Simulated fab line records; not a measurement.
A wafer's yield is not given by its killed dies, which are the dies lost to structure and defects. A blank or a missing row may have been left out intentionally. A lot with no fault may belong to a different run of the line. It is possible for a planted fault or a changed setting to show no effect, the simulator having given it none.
Chamber matching ; flow sky130 ; SKY_VIA3_CMP_24 on cmp-02: 4 sister chambers
The step polishes, stops on SiO2, t overpolish 20 s, target thk 0 nm. 4 wafers are shown with their chamber, then 9 later ones without.

== WAFERS, EACH WITH ITS CHAMBER ==
wafer;chamber;motor current A (A)
L481.1;2;11.3
L485.1;3;11.4
L485.3;1;8.4
L485.5;0;10.9

== WAFERS WITHOUT THEIR CHAMBER ==
wafer;motor current A (A)
L487.2;11.5
L487.3;11.7
L487.5;8.8
L488.2;11.7
L488.5;11.6
L488.6;8.6
L490.2;11.4
L490.3;11.2
L490.6;8.6

== CHAMBER TAKEN BY EACH ==
wafer;from the rows above;in truth
L487.2;can't be placed: 3 or 2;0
L487.3;can't be placed: 3 or 2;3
L487.5;1;1
L488.2;can't be placed: 3 or 2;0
L488.5;can't be placed: 3 or 2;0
L488.6;1;1
L490.2;can't be placed: 3 or 2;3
L490.3;can't be placed: 2 or 3 or 0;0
L490.6;1;1
Correct placement for 3 of the 9. From these rows, 6 cannot be placed; in 3 the true chamber is one of the candidates. 0 placed wrongly.
How it was worked out, from the rows above alone: a wafer's distance from a chamber is the root of the sum, over the readings, of the square of ((its reading less the chamber's mean) divided by the reading's scatter). The wafer belongs to the nearest chamber; if the next one is less than 2 further off, it can't be placed. The mean given for a chamber averages the wafers shown for that chamber. The scatter (one wafer shown for each chamber): square how far every hidden wafer sits from the nearest shown wafer, average those squares and take the square root.
